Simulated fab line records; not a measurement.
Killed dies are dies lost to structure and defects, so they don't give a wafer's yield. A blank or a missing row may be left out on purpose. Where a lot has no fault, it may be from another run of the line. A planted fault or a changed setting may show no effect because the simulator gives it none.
Problem report, 8D (eight disciplines) form, completed by code ; flow sky130 ; the parts of the form that need people (team, actions taken, sign-off) are left out

== 1. WHAT WENT WRONG ==
Wafers without a fault read 4.042 s, standard deviation 0.025; strip-time-to-endpoint-s at SKY_VIA2_STRIP_16 reads a mean of 4.147 s on 2 wafers belonging to 2 lots. That is +4.2 standard deviations from the usual mean.
The step: strips in O2/N2.
Earliest sighting: wafer L869.6 on plasma-asher-01 at day 40 05:16. At this step, 40 wafers from 14 lots have a number in the record. The rule behind "out" and "out of limits": a value lying over 4 standard deviations away from the usual mean. All remaining wafers that have a number are taken as sound.

== 2. WHAT IT IS; WHAT IT IS NOT ==
question;is;is not
which readings at this step;strip-time-to-endpoint-s;drypump-motor-current-A
which lots;L869, L870;L856, L857, L858, L859, L860, L861, L862, L873, L874, L876, L877, L878
which wafers of those lots;L869.6, L870.3;L869.2, L870.2
read on which tools;plasma-asher-01;plasma-asher-02, plasma-asher-03
when;from day 40 05:16;"up to then (22 sound wafers); but 16 sound wafers of L870, L873, L874, L876, L877, L878 came after"

== 3. SUSPECTS, AND WHAT RULES EACH OUT ==
Counting: a tool at a process step up to the reading stays a suspect if it ran every lot that is out. Sound lots after the first of them don't rule it out here, since some wafers of a struck lot are sound.
- pvd-sputter-02 at SKY_VIA1_SPUTTER_20 (material TiN, target thk 20 nm, time 80 s): kept. Ran every lot that is out, first one L869 (day 38 01:25); last sound lot up to then L860 (day 35 12:42).
- rie-diel-04 at SKY_VIA2_ETCH_14 (etches BARC in N2/H2, stops on SiO2, time 45.9 s, target depth 60 nm): kept. Ran every lot that is out, first one L869 (day 40 05:10); last sound lot up to then L859 (day 37 07:20).
- plasma-asher-01 at SKY_VIA2_STRIP_16 (strips in O2/N2): kept. Ran every lot that is out, first one L869 (day 40 05:16); last sound lot up to then L860 (day 37 18:20). Its own strip-time-to-endpoint-s readings are out on those wafers.
- At SKY_VIA2_ETCH_14 on rie-diel-04, chamber 1 took the sound wafers of the same lots and chamber 3 took the wafers that are out.
The count leaves pvd-sputter-02 at SKY_VIA1_SPUTTER_20, rie-diel-04 at SKY_VIA2_ETCH_14, and plasma-asher-01 at SKY_VIA2_STRIP_16.

== 4. THE CAUSE (what the simulator had put in) ==
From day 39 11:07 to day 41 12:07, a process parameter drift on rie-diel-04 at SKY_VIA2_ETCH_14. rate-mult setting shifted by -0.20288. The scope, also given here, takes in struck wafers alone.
3 suspects survive the count, and this tool is in that group.

== 5. THE EFFECT CHAIN, in route order ==
Each row: a reading whose mean over the struck wafers that have a number lies more than 3 standard deviations from the usual. Scope: only readings with a usual standard deviation given in the record; hours: median across lots of the time from each lot's start at the first step in this table that gives one to its start at this step; sigmas: change in usual standard deviations.
hours;step;reading;usual;on struck wafers;change;sigmas
0;SKY_VIA2_STRIP_16;strip-time-to-endpoint-s;4.042 s;4.147;+0.105;+4.2
It contains these process steps:
- SKY_VIA2_STRIP_16: strips in O2/N2.

== 6. WHAT WOULD HAVE CAUGHT IT SOONER ==
The fault began at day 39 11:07; the first out-of-limits reading in this record came at day 40 05:16, 18 hours later.
Tool readings at SKY_VIA2_ETCH_14 with a usual standard deviation given in the record: none out on any struck wafer, hence no alarm at a limit of 4 standard deviations on them.
Among the 2 lots that are out, L870 began SKY_VIA2_ETCH_14 on rie-diel-04 after day 40 05:16. Putting the tool on hold at that point would have spared it.
